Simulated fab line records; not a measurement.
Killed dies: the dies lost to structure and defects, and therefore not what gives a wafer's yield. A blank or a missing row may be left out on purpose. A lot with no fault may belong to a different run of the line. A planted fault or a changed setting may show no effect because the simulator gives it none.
One fault seen from 2 desks || flow gf180mcu || numbers are kept per desk, each desk with only its own; the story behind them comes last

## AT THE METROLOGY DESK
What the gauges read for every lot (on any tool): the sampled wafers with a number, averaged. A lot is out of limits, marked OUT, if its mean lies more than 4 standard deviations from the usual mean; the brackets give that distance.
Columns: A = cd nm at GF_PSD_CD_MEAS_07, usual 399.9 nm; B = cd nm at GF_CONTACT_CD_MEAS_14, usual 220.1 nm; C = M1_ALCU_RS at GF_M1_RS_MEAS_05, usual 0.0699 ohm/sq
{"lot": "L747", "first seen here": "day 14 10:41", "A": 402.4, "B": 220.3, "C": 0.0695}
{"lot": "L748", "first seen here": "day 14 15:43", "A": 400.6, "B": 221.3, "C": 0.0699}
{"lot": "L749", "first seen here": "day 15 04:15", "A": 400.7, "B": 219.9, "C": 0.0710}
{"lot": "L757", "first seen here": "day 18 00:46", "A": 402.9, "B": "227.0 (+5.7) OUT", "C": 0.0705}
{"lot": "L758", "first seen here": "day 18 09:49", "A": 402.3, "B": "228.5 (+7.0) OUT", "C": 0.0699}
{"lot": "L761", "first seen here": "day 19 12:26", "A": 398.8, "B": 221.9, "C": 0.0699}
{"lot": "L764", "first seen here": "day 20 09:45", "A": 399.2, "B": 218.2, "C": 0.0694}
{"lot": "L765", "first seen here": "day 20 19:08", "A": 397.1, "B": 219.1, "C": 0.0691}
{"lot": "L768", "first seen here": "day 21 15:29", "A": 399.6, "B": 219.4, "C": 0.0691}
This desk finds L757, L758 out of limits, L757 being first, at day 20 03:21 (cd nm at GF_CONTACT_CD_MEAS_14). In limits: L747, L748, L749, L761, L764, L765, L768.

## TOOL OWNER'S DESK, krf scanner-01
The tool's own readings at GF_CONTACT_EXPOSE_11 (exposes mask Contact, target cd 220 nm): means of the sampled wafers that have a number, for each lot that ran on this tool. A lot is out of limits, marked OUT, if its mean lies more than 4 standard deviations from the usual mean; the brackets give that distance.
Columns: A = exposure dose mJ cm2 at GF_CONTACT_EXPOSE_11, usual 37.96
{"lot": "L757", "first seen here": "day 19 14:54", "A": "39.85 (+46) OUT"}
{"lot": "L758", "first seen here": "day 20 00:38", "A": "39.79 (+45) OUT"}
This desk finds L757, L758 out of limits, L757 being first, at day 19 14:54 (exposure dose mJ cm2 at GF_CONTACT_EXPOSE_11). In limits: none.

## TAKEN TOGETHER
The tool owner's desk could have raised an alarm at day 19 14:54, on L757, L758.
An alarm was possible from the metrology desk at day 20 03:21, on L757, L758.
Every lot named ran GF_CONTACT_EXPOSE_11 on krf scanner-01.

## WHAT WAS PUT IN BY THE SIMULATOR
Drift in process parameters on krf scanner-01 at GF_CONTACT_EXPOSE_11, starting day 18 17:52. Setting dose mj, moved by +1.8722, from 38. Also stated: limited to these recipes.
Shown lots that were struck: L757, L758.
Time in hours from fault onset to the first out-of-limits reading at each desk: tool owner's desk 21, metrology desk 33.
